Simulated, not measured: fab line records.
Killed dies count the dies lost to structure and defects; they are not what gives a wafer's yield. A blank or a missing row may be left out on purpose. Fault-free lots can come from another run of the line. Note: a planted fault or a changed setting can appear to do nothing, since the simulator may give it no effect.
2 desks, one fault	flow gf180mcu	every desk sees just its own numbers, and what lay behind them comes last

## FOR THE TOOL OWNER'S DESK: cvd-w-01
The tool's own readings at GF_V4_CVD_23 (deposits W, target thk 350 nm, time 104.9 s): means of the sampled wafers that have a number, for each lot that ran on this tool. Any lot whose mean is over 4 standard deviations away from the usual mean is out of limits and marked OUT; that distance is given in the brackets.
Columns: A = heater-power-w at GF_V4_CVD_23, usual 903 W
lot	first seen here	A
L573	day 25 06:49	836
L588	day 29 22:56	847
Result from this desk: across the 2 lots, nothing is out of limits.

## AT THE METROLOGY DESK
Lot by lot, what the gauges showed, no matter which tool ran the lot: averages of those sampled wafers that carry a number. Any lot whose mean is over 4 standard deviations away from the usual mean is out of limits and marked OUT; that distance is given in the brackets.
Columns: A = cd-nm at GF_V4_CD_MEAS_14, usual 260.0 nm; B = V4_OVL at GF_V4_OVL_MEAS_15, usual -3 nm; C = V4_W_RS at GF_V4_RS_MEAS_24, usual 0.331 ohm/sq
lot	first seen here	A	B	C
L570	day 24 00:47	262.1	-5	0.332
L573	day 25 05:30	259.7	-2	0.331
L588	day 29 22:01	259.4	4	0.336
L589	day 30 07:23	258.8	-4	0.336
L593	day 31 12:49	258.5	2	0.333
Result from this desk: across the 5 lots, nothing is out of limits.

## BROUGHT TOGETHER
Nothing out of limits was seen by the tool owner's desk.
At the metrology desk, nothing out of limits was observed.

## WHAT THE SIMULATOR HAD PUT IN
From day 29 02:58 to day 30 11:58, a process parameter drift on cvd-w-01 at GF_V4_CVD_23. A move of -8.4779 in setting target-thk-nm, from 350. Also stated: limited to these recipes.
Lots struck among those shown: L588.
